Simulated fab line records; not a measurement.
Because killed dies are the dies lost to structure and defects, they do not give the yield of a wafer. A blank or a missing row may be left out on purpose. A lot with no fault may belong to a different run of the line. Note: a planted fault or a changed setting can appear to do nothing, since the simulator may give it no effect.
Split-lot study + flow gf180mcu + 23 wafers read across 5 lots, on a route 602 steps long

== THE SPLIT ==
At GF_V3_CVD_23 (deposits W, target thk 350 nm, time 104.9 s), the setting temp-c was moved away from the recipe's 400 C on 8 of the 23 wafers read, by -1.2% to +2.8%. The other wafers ran this setting at the recipe's value.

== FROM SPLIT TO READING: 1 step shown by the file between the two ==
- GF_V3_RS_MEAS_24: measures by four-point-probe

== THE READING ==
V3_W_THK, in nm, at GF_V3_THK_MEAS_25 (measures by xrf). Typical for fault-free wafers on this fab line: 346 nm, with standard deviation 5.2 nm.

| wafer  | tool, chamber at the split | temp-c as run, C | against the recipe | V3_W_THK, nm | against lot-mates on the recipe |
|--------|----------------------------|------------------|--------------------|--------------|---------------------------------|
| L074.1 | cvd-w-01, 0                | 400              | recipe             | 349          | -                               |
| L074.2 | cvd-w-01, 1                | 395.4            | -1.2%              | 315          | -31                             |
| L074.3 | cvd-w-01, 0                | 395.4            | -1.2%              | 317          | -29                             |
| L074.5 | cvd-w-01, 0                | 395.4            | -1.2%              | 316          | -30                             |
| L074.6 | cvd-w-01, 1                | 400              | recipe             | 343          | -                               |
| L075.1 | cvd-w-01, 0                | 400              | recipe             | 341          | -                               |
| L075.2 | cvd-w-01, 1                | 411.2            | +2.8%              | 415          | +72                             |
| L075.3 | cvd-w-01, 1                | 411.2            | +2.8%              | 415          | +72                             |
| L075.5 | cvd-w-01, 0                | 400              | recipe             | 344          | -                               |
| L075.6 | cvd-w-01, 1                | 411.2            | +2.8%              | 413          | +70                             |
| L076.1 | cvd-w-01, 0                | 400              | recipe             | 346          | -                               |
| L076.3 | cvd-w-01, 0                | 400              | recipe             | 350          | -                               |
| L076.4 | cvd-w-01, 1                | 400              | recipe             | 343          | -                               |
| L076.5 | cvd-w-01, 0                | 400              | recipe             | 348          | -                               |
| L076.6 | cvd-w-01, 1                | 400              | recipe             | 344          | -                               |
| L081.1 | cvd-w-01, 1                | 400              | recipe             | 346          | -                               |
| L081.2 | cvd-w-01, 0                | 410.2            | +2.6%              | 417          | +70                             |
| L081.3 | cvd-w-01, 1                | 400              | recipe             | 344          | -                               |
| L081.4 | cvd-w-01, 0                | 410.2            | +2.6%              | 416          | +69                             |
| L081.6 | cvd-w-01, 0                | 400              | recipe             | 351          | -                               |
| L084.1 | cvd-w-02, 1                | 400              | recipe             | 342          | -                               |
| L084.3 | cvd-w-02, 1                | 400              | recipe             | 338          | -                               |
| L084.4 | cvd-w-02, 0                | 400              | recipe             | 350          | -                               |

THE FIT
A straight line over all 23 wafers: V3_W_THK changes by +25.8 nm for each +1% of temp-c; r = +0.99; the points scatter about the line by 3.7 nm.
The same after taking each lot's own level away (the mean of its wafers on the recipe; 23 wafers): +26.2 nm for each +1%; r = +1.00; scatter 2.9 nm.
On that fit, the largest move of temp-c shifts the reading by 73 nm.
Across the lots, their own levels run from 342.5 to 347.0 nm, a range of 0.9 times the standard deviation given above.
Hence the lot-to-lot level has little effect on the slope; both slopes agree.
Check: +73.6 nm against its lot-mates is what the line predicts for one of the wafers moved furthest among these (+2.8%) when that wafer is left out of the fit. It came out at +72.5 nm against them.

== OTHER SPLITS ON THESE WAFERS ==
Note: prior to the reading, these wafers also went through further splits. Each is held against what the fit with the lots' levels taken away leaves over:
| other split on the same wafers       | wafers away from the commonest value | r with V3_W_THK (lot level and that fit taken away) |
|--------------------------------------|--------------------------------------|-----------------------------------------------------|
| GF_M2_COAT_09 resist-thk-nm          | 10                                   | -0.13                                               |
| GF_M2_PEB_12 peb-temp-c              | 5                                    | -0.12                                               |
| GF_V2_CVD_00 sih4-flow-sccm          | 9                                    | +0.00                                               |
| GF_V2_COAT_09 resist-thk-nm          | 6                                    | +0.05                                               |
| GF_V2_SPUTTER_22 chamber-pressure-pa | 15                                   | +0.11                                               |
| GF_M3_PEB_12 peb-temp-c              | 9                                    | -0.37                                               |
| GF_V3_CVD_02 time-s                  | 10                                   | +0.04                                               |
| GF_V3_PEB_12 peb-time-s              | 5                                    | -0.02                                               |

== THE WHOLE CHAIN: every reading that the file lists as answering this split, in the file's order ==
| step              | what it does                                | reading                                                                | change (the file's fit)              | r (the file's) |
|-------------------|---------------------------------------------|------------------------------------------------------------------------|--------------------------------------|----------------|
| GF_V3_CVD_23      | deposits W, target thk 350 nm, time 104.9 s | W_of_V3_CVD_23.thk-nm (the simulator's own value, which no gauge read) | +26.9 nm for each +1% of the setting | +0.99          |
| GF_V3_RS_MEAS_24  | measures by four-point-probe                | V3_W_RS                                                                | -0.0216 for each +1% of the setting  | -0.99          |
| GF_V3_THK_MEAS_25 | measures by xrf                             | V3_W_THK                                                               | +26.4 for each +1% of the setting    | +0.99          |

== THE FILE'S OWN FIT ==
V3_W_THK changes by +26.4 nm for each +1% of temp-c, r = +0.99.
